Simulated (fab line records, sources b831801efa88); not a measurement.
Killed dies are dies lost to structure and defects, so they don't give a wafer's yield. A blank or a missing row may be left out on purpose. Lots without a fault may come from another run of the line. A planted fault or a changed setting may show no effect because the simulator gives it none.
Which tool did it? | flow gf180mcu | 13 lots, 39 wafers sampled, at 5 steps of a route of 602

WHAT THE GAUGES READ, wafer by wafer
GF_HV_LDD_CD_MEAS_07: target cd 400 nm.
lot  | measured     | on        | cd_nm (nm)
L560 | day 10 19:28 | cd_sem-02 | 403.8 404.1 402.6
L563 | day 11 16:11 | cd_sem-01 | 403.9 402.8 403.1
L566 | day 12 23:35 | cd_sem-02 | 397.6 399.4 399.2
L567 | day 12 23:53 | cd_sem-02 | 400.9 399.4 401.0
L568 | day 13 02:28 | cd_sem-02 | 401.6 399.7 398.8
L570 | day 13 10:37 | cd_sem-01 | 400.7 399.8 400.7
L571 | day 14 00:58 | cd_sem-02 | 400.1 397.6 400.5
L576 | day 15 08:19 | cd_sem-01 | 399.8 402.6 399.6
L578 | day 16 05:17 | cd_sem-01 | 406.1 405.1 405.0
L579 | day 16 14:28 | cd_sem-01 | 404.1 401.8 403.3
L580 | day 16 23:45 | cd_sem-01 | 399.7 401.0 398.1
L581 | day 17 04:45 | cd_sem-01 | 398.0 400.2 399.1
L582 | day 17 13:11 | cd_sem-02 | 400.6 402.7 401.6

GF_HV_LDD_RS_MEAS_53: measures by four-point-probe.
lot  | measured     | on            | HV_LDD_RS (ohm/sq)
L560 | day 13 06:18 | film_metro-04 | 417.7 417.5 416.7
L563 | day 14 06:05 | film_metro-03 | 417.4 418.0 420.1
L566 | day 15 18:44 | film_metro-01 | 418.8 416.8 418.3
L567 | day 15 18:56 | film_metro-03 | 418.5 417.9 417.6
L568 | day 15 20:35 | film_metro-01 | 419.3 418.3 417.4
L570 | day 16 05:37 | film_metro-01 | 418.0 416.8 417.9
L571 | day 16 21:26 | film_metro-04 | 417.4 417.6 417.1
L576 | day 18 07:27 | film_metro-04 | - - -
L578 | day 19 06:52 | film_metro-04 | - - -
L579 | day 19 15:56 | film_metro-04 | 416.7 416.3 417.0
L580 | day 20 02:49 | film_metro-04 | 416.3 417.1 415.3
L581 | day 20 07:17 | film_metro-01 | 417.6 417.1 416.7
L582 | day 20 16:47 | film_metro-01 | 415.3 416.5 416.8

GF_NSD_OVL_MEAS_08.
lot  | measured     | on         | NSD_OVL (nm)
L560 | day 14 06:20 | overlay-01 | 1.5 1.1 0.1
L563 | day 15 06:48 | overlay-01 | 1.1 1.8 1.7
L566 | day 16 22:01 | overlay-01 | 2.9 -0.3 1.1
L567 | day 16 22:19 | overlay-02 | 2.5 4.9 3.7
L568 | day 17 03:10 | overlay-02 | 1.5 1.3 2.1
L570 | day 17 09:13 | overlay-01 | 0.3 2.0 2.1
L571 | day 18 00:02 | overlay-01 | -1.2 -2.4 -2.4
L576 | day 19 11:01 | overlay-01 | 0.5 -0.5 0.4
L578 | day 20 11:44 | overlay-01 | -0.8 0.8 -2.2
L579 | day 20 18:52 | overlay-01 | 0.8 0.6 -0.3
L580 | day 21 05:40 | overlay-02 | -0.4 -2.5 -1.5
L581 | day 21 10:08 | overlay-01 | -2.3 -1.4 -0.2
L582 | day 21 19:14 | overlay-01 | -0.9 0.7 -0.5

WHICH TOOL RAN EACH LOT (tool, then ch and the chambers of the sampled wafers, then the start)
lot  | GF_HV_LDD_IMPLANT_36            | GF_HV_LDD_STRIP_49
L560 | implanter-02 ch 0, day 12 10:13 | plasma_asher-02 ch 0,1, day 13 06:01
L563 | implanter-02 ch 0, day 13 07:38 | plasma_asher-04 ch 1, day 14 05:49
L566 | implanter-02 ch 0, day 14 18:56 | plasma_asher-04 ch 0,1, day 15 18:28
L567 | implanter-04 ch 0, day 14 19:04 | plasma_asher-03 ch 0,1, day 15 18:40
L568 | implanter-04 ch 0, day 14 21:13 | plasma_asher-04 ch 0,1, day 15 20:17
L570 | implanter-04 ch 0, day 15 06:13 | plasma_asher-04 ch 0,1, day 16 05:19
L571 | implanter-01 ch 0, day 15 21:49 | plasma_asher-04 ch 0,1, day 16 21:10
L576 | implanter-04 ch 0, day 17 06:37 | plasma_asher-02 ch 0,1, day 18 07:08
L578 | implanter-04 ch 0, day 18 05:50 | plasma_asher-04 ch 0,1, day 19 06:34
L579 | implanter-02 ch 0, day 18 14:07 | plasma_asher-02 ch 0,1, day 19 15:40
L580 | implanter-01 ch 0, day 19 01:04 | plasma_asher-04 ch 0,1, day 20 02:31
L581 | implanter-01 ch 0, day 19 06:16 | plasma_asher-03 ch 0,1, day 20 07:00
L582 | implanter-01 ch 0, day 19 15:20 | plasma_asher-04 ch 0,1, day 20 16:29
- GF_HV_LDD_IMPLANT_36
- GF_HV_LDD_STRIP_49: strips in O2/N2.

WHAT THE TOOLS THEMSELVES READ (means of the sampled wafers that have a number; where no wafer has one, the mark that the record gives instead)
GF_HV_LDD_IMPLANT_36.
lot  | tool         | tilt_deg (degrees)
L560 | implanter-02 | 30.030
L563 | implanter-02 | 29.985
L566 | implanter-02 | 30.010
L567 | implanter-04 | 30.044
L568 | implanter-04 | 30.005
L570 | implanter-04 | 30.005
L571 | implanter-01 | 29.994
L576 | implanter-04 | 23.261
L578 | implanter-04 | 23.265
L579 | implanter-02 | 29.979
L580 | implanter-01 | 29.998
L581 | implanter-01 | 30.039
L582 | implanter-01 | 29.999

GF_HV_LDD_STRIP_49.
lot  | tool            | drypump_motor_current_A (A) | heater_power_w (W) | o2_flow_sccm (sccm) | oes_product_au (a.u.) | strip_time_to_endpoint_s (s)
L560 | plasma_asher-02 | 5.7                         | 326                | 3009                | 0.718                 | 12.60
L563 | plasma_asher-04 | 5.6                         | 389                | 3004                | 0.721                 | 12.62
L566 | plasma_asher-04 | 5.4                         | 371                | 2992                | 0.714                 | 12.59
L567 | plasma_asher-03 | 5.2                         | 327                | 2994                | 0.716                 | 12.62
L568 | plasma_asher-04 | 5.5                         | 377                | 2998                | 0.717                 | 12.62
L570 | plasma_asher-04 | 5.3                         | 368                | 3002                | 0.722                 | 12.61
L571 | plasma_asher-04 | 5.5                         | 377                | 2992                | 0.718                 | 12.61
L576 | plasma_asher-02 | 5.7                         | 327                | 3001                | 0.721                 | 12.67
L578 | plasma_asher-04 | 5.3                         | 360                | 2996                | 0.717                 | 12.74
L579 | plasma_asher-02 | 5.7                         | 325                | 3000                | 0.711                 | 12.67
L580 | plasma_asher-04 | 5.4                         | 375                | 3000                | 0.717                 | 12.64
L581 | plasma_asher-03 | 5.2                         | 328                | 3003                | 0.714                 | 12.65
L582 | plasma_asher-04 | 5.4                         | 372                | 3001                | 0.716                 | 12.58

THE ANSWER, worked out from the rows above alone
Rule: what is usual is taken from the lots themselves. Put in order of their means at a reading, lots are off if they are a third of the lots or fewer, leave a main group of 4 or more, and stand apart from it by a gap of 3 or more times the standard deviation of the main group's means; of several such gaps the widest counts. A main group whose means are all the same, to the digits that the tables above print for the reading, isn't used. A lot without any number at a reading at which 4 lots or more have one is off too. The other lots that the step has rows for count as sound. The gauges are gone through in route order, then the tools' own readings, and for those a lot's mean is taken as printed above. The first step at which some lot is off is used, and at that step the reading that is off furthest; a lot without a number counts as furthest.
Off: L576, L578, at GF_HV_LDD_RS_MEAS_53 (HV_LDD_RS). Without a number there: L576, L578. The main group: mean 417.4 ohm/sq, standard deviation 0.75.
A tool fits if, at a process step before that reading, it ran every lot that is off, and no sound lot after the first of them. The gauges at GF_HV_LDD_RS_MEAS_53 aren't tried: what is off there is off at GF_HV_LDD_IMPLANT_36 too, on other tools, and a gauge's error can't cause that. One fits: implanter-04 at GF_HV_LDD_IMPLANT_36. Its last sound lot is L570 (day 15 06:13), its first lot that is off L576 (day 17 06:37): a fault that began between those two fits.
The tool's own readings at GF_HV_LDD_IMPLANT_36 bear it out: on the lots that are off they differ by more than 5 times the standard deviation of the sound lots' means. tilt_deg reads 23.263 degrees there against 30.008 degrees on the sound lots.

WHAT THE SIMULATOR HAD PUT IN
Process parameter drift: implanter-04, from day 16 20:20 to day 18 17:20, at GF_HV_LDD_IMPLANT_36. Setting tilt_deg, moved by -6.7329, from 30. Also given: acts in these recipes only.
Lots struck among those shown: L576, L578. The rule above found the same.
